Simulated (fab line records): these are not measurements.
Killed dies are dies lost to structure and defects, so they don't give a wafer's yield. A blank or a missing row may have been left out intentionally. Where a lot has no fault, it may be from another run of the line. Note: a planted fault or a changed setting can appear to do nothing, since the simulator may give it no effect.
fab line records -- flow sky130
[record] lots = 11, wafers = 33, last-day = 50
route steps=708 shown FIELD_ISO@15 LDD_N@246
lots with no fault: from the same line, run without faults
start-h: hours from the record's opening day to when the first of the lot's shown wafers began -- wait-h: how many hours have passed since the lot's step before this one -- " same as the row above -- L1.1+2: a row that stands for several wafers -- - value missing, or start not given -- * or withheld: withheld -- < > ~ a bound
route shown NAME@n: names a module that has steps shown in the file, with the first one's number in the route -- usual: average and standard deviation across the fault-free wafers -- same: alike in all rows -- chamber/n: place in a boat -- sites: the reading at each site -- _std_site: standard deviation of those values -- _edge_site: mean of outer sites minus mean of inner sites -- radius-mm: for every site, how far away it sits from the centre of the wafer -- mask NAME#n: copy n -- behind: the most recent tool/chamber to have shaped the wafer -- hold: the reason the lot was held/the length of the hold in hours/how it ended -- device: the n, p or np transistor that did not switch -- end of line: tests run on the same wafers once the route is complete -- a step with no rows: only its recipe -- killed: the dies lost at the first sort to structure and to defects; this is not the yield of the wafer -- map: shows each die of a wafer: x if killed, . if not, _ if none is there
set.NAME: the setting the step ran with; set.NAME@STEP: the setting that earlier step ran with -- model.NAME: the simulator's own value behind a step, which no gauge read
a sample of lots followed through the steps of the route, with each step as a table and each wafer as a row
services: a tool's chamber out of use, with start hour (start-h, from the record's first day; less than 0 if before it), hours out, and reason
[[steps]]
[step SKY_FIELD_ISO_ETCH_14]
[recipe] chemistry = N2/H2, target = BARC, ion-energy-ev = 200, source-w = 500, bias-w = 100, pressure-mtorr = 30, n2-flow-sccm = 100, h2-flow-sccm = 200, stop-on = SiO2, time-s = 45.9, target-depth-a = 600
[usual] chamber-pressure-mTorr = 30.001/0.03, drypump-motor-current-A = 5.78/0.29, oes-product-au = 0.854/0.0051, throttle-valve-pct = 13.224/0.0088
lot.wafer,tool,chamber,start-h,wait-h,chamber-pressure-mTorr,drypump-motor-current-A,oes-product-au,rf-hours-counter-h,throttle-valve-pct
L303.1,rie-diel-03,2,46.51,0.1,30.020,5.36,0.854,3,13.227
L303.4,rie-diel-03,0,46.51,0.1,30.043,5.99,0.851,-,13.222
L303.5,rie-diel-03,1,46.51,0.1,29.984,5.57,0.862,-,13.220
L305.2,rie-diel-02,3,57.41,0.1,29.988,6.03,0.848,4,13.214
L305.4,rie-diel-02,1,57.41,0.1,30.017,5.71,0.846,145,13.213
L305.5,rie-diel-02,2,57.41,0.1,30.038,6.17,0.851,-,13.219
L306.1,rie-diel-04,0,61.81,0.1,29.987,6.16,0.860,25,13.218
L306.4,rie-diel-04,3,61.81,0.1,29.980,5.63,0.848,112,13.218
L306.5,rie-diel-04,0,61.81,0.1,29.979,6.13,0.854,-,13.221
L311.1,rie-diel-02,3,86.36,0.1,30.021,6.03,0.850,5,13.227
L311.3,rie-diel-02,2,86.36,0.1,30.025,6.16,0.851,134,13.239
L311.4,rie-diel-02,0,86.36,0.1,30.018,5.47,0.848,94,13.214
L313.1,rie-diel-02,1,97.81,0.1,29.974,5.71,0.860,146,13.220
L313.2,rie-diel-02,0,97.81,0.1,29.999,5.46,0.860,94,13.225
L313.4,rie-diel-02,3,97.81,0.1,30.045,6.03,0.854,5,13.225
L314.2,rie-diel-04,1,101.31,0.1,29.988,6.18,0.850,53,13.234
L314.3,rie-diel-04,2,101.31,0.1,29.979,5.38,0.855,5,13.229
L314.6,rie-diel-04,2,101.31,0.1,29.987,5.35,0.861,-,13.231
L315.3,rie-diel-04,3,106.18,0.1,30.005,5.64,0.858,112,13.230
L315.4,rie-diel-04,2,106.18,0.1,29.998,5.35,0.856,5,13.217
L315.5,rie-diel-04,1,106.18,0.1,30.030,6.15,0.851,-,13.225
L318.2,rie-diel-04,0,130.53,0.1,29.989,6.12,0.858,26,13.232
L318.5,rie-diel-04,0,130.53,0.1,30.044,6.15,0.854,-,13.226
L318.6,rie-diel-04,1,130.53,0.1,30.007,6.20,0.865,-,13.223
L320.2,rie-diel-02,0,136.26,0.1,29.975,5.47,0.846,95,13.224
L320.3,rie-diel-02,2,136.26,0.1,30.020,6.13,0.858,135,13.235
L320.5,rie-diel-02,1,136.26,0.1,30.054,5.72,0.853,-,13.232
L321.1,rie-diel-03,0,140.78,0.1,29.989,6.01,0.851,116,13.231
L321.2,rie-diel-03,3,140.78,0.1,29.954,5.76,0.852,83,13.224
L321.3,rie-diel-03,2,140.78,0.1,30.008,5.33,0.855,6,13.219
L322.1,rie-diel-04,2,143.91,0.1,29.954,5.35,0.851,6,13.215
L322.3,rie-diel-04,1,143.91,0.1,29.977,6.20,0.858,54,13.226
L322.6,rie-diel-04,0,143.91,0.1,29.972,6.13,0.859,-,13.208
[step SKY_FIELD_ISO_ETCH_15]
[recipe] chemistry = CHF3/O2, target-depth-nm = 180, stop-on = Si, source-w = 600, bias-w = 200, pressure-mtorr = 40, chf3-flow-sccm = 50, O2_flow_sccm = 5, time-s = 72
[usual] O2_flow_sccm = 5.003/0.016, chamber-pressure-mTorr = 40.00/0.039, drypump-motor-current-A = 5.77/0.29, oes-product-au = 0.952/0.0068, throttle-valve-pct = 8.845/0.009
lot.wafer,tool,chamber,start-h,wait-h,O2_flow_sccm,chamber-pressure-mTorr,drypump-motor-current-A,oes-product-au,rf-hours-counter-h,throttle-valve-pct
L303.1,rie-diel-03,2,46.55,0.0,5.039,40.09,5.31,0.951,3,8.835
L303.4,rie-diel-03,0,46.55,0.0,4.992,40.00,5.97,0.944,-,8.830
L303.5,rie-diel-03,1,46.55,0.0,5.006,39.97,5.56,0.946,-,8.850
L305.2,rie-diel-02,3,57.45,0.0,5.011,40.01,6.01,0.958,4,8.841
L305.4,rie-diel-02,1,57.45,0.0,4.993,40.02,5.72,0.949,146,8.853
L305.5,rie-diel-02,2,57.45,0.0,4.988,40.02,6.11,0.958,-,8.844
L306.1,rie-diel-04,0,61.85,0.0,5.011,39.90,6.13,0.953,25,8.836
L306.4,rie-diel-04,3,61.85,0.0,5.001,40.04,5.61,0.960,112,8.850
L306.5,rie-diel-04,0,61.85,0.0,5.013,40.03,6.13,0.955,-,8.839
L311.1,rie-diel-02,3,86.40,0.0,5.009,40.00,6.01,0.947,5,8.832
L311.3,rie-diel-02,2,86.40,0.0,4.985,39.97,6.16,0.952,134,8.839
L311.4,rie-diel-02,0,86.40,0.0,5.017,39.97,5.47,0.950,94,8.840
L313.1,rie-diel-02,1,97.85,0.0,5.005,40.02,5.70,0.949,146,8.854
L313.2,rie-diel-02,0,97.85,0.0,5.005,39.98,5.45,0.946,94,8.836
L313.4,rie-diel-02,3,97.85,0.0,5.016,39.95,6.03,0.944,5,8.842
L314.2,rie-diel-04,1,101.35,0.0,5.017,39.97,6.16,0.962,53,8.858
L314.3,rie-diel-04,2,101.35,0.0,5.018,40.07,5.34,0.961,5,8.848
L314.6,rie-diel-04,2,101.35,0.0,5.035,40.00,5.32,0.960,-,8.841
L315.3,rie-diel-04,3,106.22,0.0,5.015,40.00,5.61,0.961,112,8.845
L315.4,rie-diel-04,2,106.22,0.0,5.000,40.03,5.33,0.955,5,8.842
L315.5,rie-diel-04,1,106.22,0.0,5.020,40.00,6.19,0.958,-,8.860
L318.2,rie-diel-04,0,130.57,0.0,5.014,40.03,6.13,0.943,26,8.849
L318.5,rie-diel-04,0,130.57,0.0,4.999,40.00,6.12,0.951,-,8.861
L318.6,rie-diel-04,1,130.57,0.0,5.001,40.00,6.15,0.952,-,8.846
L320.2,rie-diel-02,0,136.30,0.0,5.019,40.11,5.45,0.950,95,8.832
L320.3,rie-diel-02,2,136.30,0.0,5.004,39.94,6.13,0.947,135,8.847
L320.5,rie-diel-02,1,136.30,0.0,5.002,40.00,5.74,0.949,-,8.832
L321.1,rie-diel-03,0,140.82,0.0,5.009,40.04,5.94,0.953,116,8.845
L321.2,rie-diel-03,3,140.82,0.0,4.995,40.02,5.75,0.960,83,8.860
L321.3,rie-diel-03,2,140.82,0.0,5.003,40.00,5.34,0.947,6,8.851
L322.1,rie-diel-04,2,143.95,0.0,5.009,40.02,5.34,0.951,6,8.840
L322.3,rie-diel-04,1,143.95,0.0,5.008,40.03,6.14,0.943,54,8.837
L322.6,rie-diel-04,0,143.95,0.0,5.003,40.01,6.11,0.952,-,8.833
[step SKY_FIELD_ISO_THK_MEAS_25]
[recipe] reads = SiO2_of_FIELD_ISO_CVD_24
[usual] FIELD_ISO_CVD_24_THK = 597/6.8
lot.wafer,tool,chamber,start-h,wait-h,FIELD_ISO_CVD_24_THK[nm]
L303.1,film-metro-03,-,49.84,0.0,587
L303.4,film-metro-03,-,49.84,0.0,589
L303.5,film-metro-03,-,49.84,0.0,586
L305.2,film-metro-03,-,60.30,0.0,583
L305.4,film-metro-03,-,60.30,0.0,592
L305.5,film-metro-03,-,60.30,0.0,590
L306.1,film-metro-01,-,63.65,0.0,603
L306.4,film-metro-01,-,63.65,0.0,597
L306.5,film-metro-01,-,63.65,0.0,592
L311.1,film-metro-01,-,89.33,0.0,594
L311.3,film-metro-01,-,89.33,0.0,600
L311.4,film-metro-01,-,89.33,0.0,596
L313.1,film-metro-01,-,99.75,0.0,603
L313.2,film-metro-01,-,99.75,0.0,613
L313.4,film-metro-01,-,99.75,0.0,613
L314.2,film-metro-02,-,103.16,0.0,591
L314.3,film-metro-02,-,103.16,0.0,596
L314.6,film-metro-02,-,103.16,0.0,592
L315.3,film-metro-03,-,109.86,0.1,598
L315.4,film-metro-03,-,109.86,0.1,585
L315.5,film-metro-03,-,109.86,0.1,596
L318.2,film-metro-01,-,132.41,0.0,589
L318.5,film-metro-01,-,132.41,0.0,594
L318.6,film-metro-01,-,132.41,0.0,585
L320.2,film-metro-01,-,138.77,0.0,606
L320.3,film-metro-01,-,138.77,0.0,600
L320.5,film-metro-01,-,138.77,0.0,598
L321.1,film-metro-01,-,143.65,0.0,614
L321.2,film-metro-01,-,143.65,0.0,604
L321.3,film-metro-01,-,143.65,0.0,605
L322.1,film-metro-02,-,147.27,0.0,606
L322.3,film-metro-02,-,147.27,0.0,599
L322.6,film-metro-02,-,147.27,0.0,600
[step SKY_LDD_N_IMPLANT_09]
[recipe] species = As, energy-kev = 20, dose-cm2 = 7.5e+13, tilt-deg = withheld, rotation-deg = 113
[usual] dose-ions-cm2 = 7.5e+13/8.2e+10, faraday-current-uA = 422/7.5
lot.wafer,tool,chamber,start-h,wait-h,dose-ions-cm2,faraday-current-uA
L303.1,implanter-03,0,434.28,0.1,7.5e+13,422
L303.4,implanter-03,0,434.28,0.1,7.493e+13,436
L303.5,implanter-03,0,434.28,0.1,7.492e+13,418
L305.2,implanter-03,0,454.92,0.1,7.496e+13,423
L305.4,implanter-03,0,454.92,0.1,7.487e+13,416
L305.5,implanter-03,0,454.92,0.1,7.489e+13,434
L306.1,implanter-02,0,464.33,0.1,7.5e+13,422
L306.4,implanter-02,0,464.33,0.1,7.493e+13,424
L306.5,implanter-02,0,464.33,0.1,7.507e+13,431
L311.1,implanter-03,0,503.45,0.1,9.918e+13,568
L311.3,implanter-03,0,503.45,0.1,9.921e+13,554
L311.4,implanter-03,0,503.45,0.1,9.927e+13,564
L314.2,implanter-01,0,525.32,0.1,7.498e+13,419
L314.3,implanter-01,0,525.32,0.1,7.496e+13,405
L314.6,implanter-01,0,525.32,0.1,7.476e+13,429
L313.1,implanter-03,0,525.60,0.1,9.922e+13,558
L313.2,implanter-03,0,525.60,0.1,9.933e+13,571
L313.4,implanter-03,0,525.60,0.1,9.931e+13,568
L315.3,implanter-02,0,538.18,0.1,7.501e+13,408
L315.4,implanter-02,0,538.18,0.1,7.511e+13,414
L315.5,implanter-02,0,538.18,0.1,7.502e+13,428
L318.2,implanter-01,0,571.86,0.1,7.512e+13,420
L318.5,implanter-01,0,571.86,0.1,7.503e+13,418
L318.6,implanter-01,0,571.86,0.1,7.501e+13,424
L320.2,implanter-01,0,580.17,0.1,7.503e+13,416
L320.3,implanter-01,0,580.17,0.1,7.506e+13,416
L320.5,implanter-01,0,580.17,0.1,7.504e+13,418
L321.1,implanter-03,0,589.20,0.1,7.49e+13,435
L321.2,implanter-03,0,589.20,0.1,7.493e+13,422
L321.3,implanter-03,0,589.20,0.1,7.495e+13,431
L322.1,implanter-02,0,590.95,0.1,7.505e+13,432
L322.3,implanter-02,0,590.95,0.1,7.507e+13,436
L322.6,implanter-02,0,590.95,0.1,7.508e+13,421
[step SKY_LDD_N_STRIP_16]
[recipe] chemistry = O2/N2, power-w = 1400, pressure-mtorr = 1500, platen-temp-c = withheld, o2-flow-sccm = 3000, n2-flow-sccm = 300, overash-fraction = 0.5
[usual] chamber-pressure-mTorr = 1500.0/1.3, drypump-motor-current-A = 5.7/0.54, oes-product-au = 0.407/0.0047, strip-time-to-endpoint-s = 4.320/0.016
lot.wafer,tool,chamber,start-h,wait-h,chamber-pressure-mTorr,drypump-motor-current-A,oes-product-au,rf-hours-counter-h,strip-time-to-endpoint-s
L303.1,plasma-asher-03,0,435.33,0.1,1498.6,6.5,0.403,0,4.338
L303.4,plasma-asher-03,1,435.33,0.1,1498.2,5.0,0.408,-,4.341
L303.5,plasma-asher-03,0,435.33,0.1,1500.2,6.5,0.405,-,4.312
L305.2,plasma-asher-01,1,455.95,0.1,1499.6,5.5,0.406,35,4.329
L305.4,plasma-asher-01,1,455.95,0.1,1501.1,5.5,0.402,-,4.337
L305.5,plasma-asher-01,0,455.95,0.1,1500.6,5.8,0.414,-,4.336
L306.1,plasma-asher-01,1,465.38,0.1,1499.6,5.5,0.421,36,4.314
L306.4,plasma-asher-01,1,465.38,0.1,1499.1,5.5,0.409,-,4.325
L306.5,plasma-asher-01,1,465.38,0.1,1497.2,5.5,0.413,-,4.308
L311.1,plasma-asher-01,0,504.50,0.1,1501.9,5.8,0.401,40,4.387
L311.3,plasma-asher-01,0,504.50,0.1,1499.8,5.8,0.401,-,4.427
L311.4,plasma-asher-01,1,504.50,0.1,1502.8,5.5,0.401,-,4.386
L314.2,plasma-asher-04,0,526.35,0.1,1501.9,5.1,0.408,84,4.327
L314.3,plasma-asher-04,0,526.35,0.1,1500.8,5.1,0.410,-,4.313
L314.6,plasma-asher-04,0,526.35,0.1,1498.6,5.1,0.400,-,4.314
L313.1,plasma-asher-03,0,526.65,0.1,1500.8,6.5,0.411,9,4.372
L313.2,plasma-asher-03,1,526.65,0.1,1498.6,5.0,0.409,9,4.392
L313.4,plasma-asher-03,1,526.65,0.1,1499.8,5.0,0.414,-,4.391
L315.3,plasma-asher-03,0,539.21,0.1,1499.8,6.5,0.407,-,4.302
L315.4,plasma-asher-03,1,539.21,0.1,1498.9,5.0,0.397,-,4.288
L315.5,plasma-asher-03,1,539.21,0.1,1500.2,5.0,0.402,-,4.304
L318.2,plasma-asher-01,0,572.88,0.1,1499.5,5.8,0.412,47,4.306
L318.5,plasma-asher-01,0,572.88,0.1,1498.5,5.8,0.416,-,4.322
L318.6,plasma-asher-01,1,572.88,0.1,1502.3,5.5,0.402,-,4.315
L320.2,plasma-asher-03,0,581.20,0.1,1503.3,6.5,0.410,15,4.300
L320.3,plasma-asher-03,0,581.20,0.1,1501.0,6.5,0.400,-,4.296
L320.5,plasma-asher-03,1,581.20,0.1,1500.1,5.0,0.403,-,4.312
L321.1,plasma-asher-03,1,590.25,0.1,1499.4,5.0,0.405,16,4.326
L321.2,plasma-asher-03,0,590.25,0.1,1498.9,6.5,0.407,16,4.307
L321.3,plasma-asher-03,0,590.25,0.1,1501.1,6.5,0.417,-,4.342
L322.1,plasma-asher-03,1,592.00,0.1,1501.1,5.0,0.406,16,4.333
L322.3,plasma-asher-03,0,592.00,0.1,1497.1,6.5,0.410,-,4.344
L322.6,plasma-asher-03,0,592.00,0.1,1499.0,6.5,0.403,-,4.318
[[services]]
tool,chamber,start-h,hours,kind
rie-diel-02,1,34.75,7.1,repair
plasma-asher-03,-,80.19,0.3,repair
rie-diel-02,2,98.14,14.9,repair
rie-diel-02,0,105.15,4.1,repair
rie-diel-04,2,125.66,7.4,repair
plasma-asher-03,-,126.28,1.9,repair
plasma-asher-03,-,141.47,4.1,repair
rie-diel-02,2,180.31,16.2,repair
rie-diel-04,-,208.14,0.3,repair
plasma-asher-03,-,248.73,0.6,repair
rie-diel-04,0,323.28,14.6,repair
rie-diel-04,3,361.26,12.3,repair
rie-diel-02,1,361.86,5.8,repair
rie-diel-04,3,376.76,1.8,repair
plasma-asher-03,-,398.08,4.0,repair
rie-diel-02,-,435.57,0.2,repair
rie-diel-04,-,471.07,0.4,repair
rie-diel-04,0,489.49,3.5,repair
rie-diel-02,0,491.56,4.9,repair
rie-diel-04,3,523.85,31.5,repair
rie-diel-02,3,540.97,85.0,repair
rie-diel-04,0,541.37,19.7,repair
rie-diel-04,-,570.58,0.9,repair
rie-diel-02,-,575.27,14.6,pm
[[key]]
[first-sign] step = SKY_LDD_N_IMPLANT_09, reading = dose-ions-cm2, direction = up, sigmas = 99+, usual = *, struck = *
[effect] step = SKY_LDD_N_IMPLANT_09, reading = faraday-current-uA, direction = up, sigmas = 19, usual = 422, struck = 564
[effect] step = SKY_LDD_N_STRIP_16, reading = strip-time-to-endpoint-s, direction = up, sigmas = 4.5, usual = *, struck = *
met-at SKY_LDD_N_IMPLANT_09
struck-lots L311,L313
tester-left-out L311,L313
not-acting-at SKY_FIELD_ISO_ETCH_14,SKY_FIELD_ISO_ETCH_15,SKY_FIELD_ISO_THK_MEAS_25
onset-between 454.92 503.45
[fault] kind = process-parameter-drift, tool = implanter-03, chamber = -, onset-h = 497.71, steps = SKY_LDD_N_IMPLANT_09, channel = dose-cm2, offset = *, shape = step, end-h = 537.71, acts-in = *, stated = *
// tester-left-out: of these lots the tester's yield and bins aren't shown, on N5 and GAA mostly nor the transistor test; their killed dies are dies lost to structure and defects alone, not to doping, threshold or leakage, so they don't give the yield
